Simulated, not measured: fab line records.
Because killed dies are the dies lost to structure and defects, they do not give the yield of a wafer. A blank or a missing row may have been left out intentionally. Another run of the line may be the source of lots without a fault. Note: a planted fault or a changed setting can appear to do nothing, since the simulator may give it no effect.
The tool behind it: which one? | flow sky130 | 13 lots with 39 wafers sampled at 2 steps, on a route of 708 steps

WHAT THE GAUGES READ, wafer by wafer
SKY_FIELD_ISO_THK_MEAS_25.
lot  | measured    | on           | FIELD_ISO_CVD_24_THK (nm)
L965 | day 2 13:15 | filmMetro-02 | 600 605 589
L969 | day 3 11:20 | filmMetro-01 | 604 589 593
L970 | day 3 14:13 | filmMetro-01 | 595 596 591
L971 | day 3 21:46 | filmMetro-03 | 594 592 599
L972 | day 4 00:37 | filmMetro-02 | 595 587 592
L973 | day 4 05:56 | filmMetro-03 | 589 593 593
L976 | day 5 01:56 | filmMetro-02 | 593 592 591
L977 | day 5 04:28 | filmMetro-02 | 587 588 589
L982 | day 6 05:35 | filmMetro-01 | 587 589 592
L983 | day 6 13:59 | filmMetro-02 | 588 598 597
L985 | day 6 22:40 | filmMetro-03 | 591 592 590
L986 | day 7 02:23 | filmMetro-02 | 597 596 600
L987 | day 7 07:01 | filmMetro-01 | 595 589 602

TOOL THAT RAN EACH LOT (tool first, then ch and the chambers of the sampled wafers, then the start)
lot  | SKY_FIELD_ISO_STRIP_16
L965 | plasmaAsher-02 ch 0,1, day 2 10:40
L969 | plasmaAsher-02 ch 0,1, day 3 08:26
L970 | plasmaAsher-02 ch 0,1, day 3 12:25
L971 | plasmaAsher-02 ch 0,1, day 3 20:01
L972 | plasmaAsher-03 ch 0,1, day 3 21:43
L973 | plasmaAsher-02 ch 1, day 4 03:44
L976 | plasmaAsher-04 ch 0,1, day 4 21:19
L977 | plasmaAsher-02 ch 0,1, day 5 00:25
L982 | plasmaAsher-03 ch 0,1, day 6 03:50
L983 | plasmaAsher-04 ch 0,1, day 6 10:08
L985 | plasmaAsher-04 ch 0,1, day 6 20:16
L986 | plasmaAsher-02 ch 0,1, day 7 00:40
L987 | plasmaAsher-02 ch 0,1, day 7 05:16
- SKY_FIELD_ISO_STRIP_16: strips in O2/N2.

WHAT THE TOOLS THEMSELVES READ (means of the sampled wafers that have a number; where no wafer has one, the mark that the record gives instead)
SKY_FIELD_ISO_STRIP_16.
lot  | tool           | drypumpMotorCurrentA (A) | o2FlowSccm (sccm) | oesProductAu (a.u.) | stripTimeToEndpointS (s)
L965 | plasmaAsher-02 | 5.2                      | 3001              | 0.377               | 3.42
L969 | plasmaAsher-02 | 5.2                      | 2999              | 0.375               | 3.46
L970 | plasmaAsher-02 | 5.7                      | 3004              | 0.374               | 3.47
L971 | plasmaAsher-02 | 5.2                      | 3006              | 0.372               | 3.46
L972 | plasmaAsher-03 | 5.6                      | 2993              | 0.374               | 3.47
L973 | plasmaAsher-02 | 4.8                      | 3002              | 0.373               | 3.43
L976 | plasmaAsher-04 | 6.3                      | 2997              | 0.374               | 3.44
L977 | plasmaAsher-02 | 5.2                      | 3002              | 0.377               | 3.48
L982 | plasmaAsher-03 | 5.6                      | 2994              | 0.376               | 3.51
L983 | plasmaAsher-04 | 6.3                      | 3006              | 0.377               | 3.50
L985 | plasmaAsher-04 | 6.3                      | 3006              | 0.372               | 3.46
L986 | plasmaAsher-02 | 5.7                      | 2996              | 0.371               | 3.46
L987 | plasmaAsher-02 | 5.2                      | 2999              | 0.371               | 3.44

THE ANSWER, worked out from the rows above alone
Rule: usual is defined by the lots themselves. Put in order of their means at a reading, lots are off if they are a third of the lots or fewer, leave a main group of 4 or more, and stand apart from it by a gap of 3 or more times the standard deviation of the main group's means; of several such gaps the widest counts. The tables above print the reading to a certain number of digits; a main group whose means all agree to those digits is not used. Also off: a lot with no number at a reading for which 4 or more lots have one. Where the step has rows for the other lots, those lots are counted as sound. First the gauges in route order, then the tools' own readings, where a lot's mean is used as printed above. The first step at which some lot is off is used, and at that step the reading that is off furthest; a lot without a number counts as furthest.
Nothing can be told from this: no lot is off at any reading shown.

WHAT HAD BEEN PUT IN BY THE SIMULATOR
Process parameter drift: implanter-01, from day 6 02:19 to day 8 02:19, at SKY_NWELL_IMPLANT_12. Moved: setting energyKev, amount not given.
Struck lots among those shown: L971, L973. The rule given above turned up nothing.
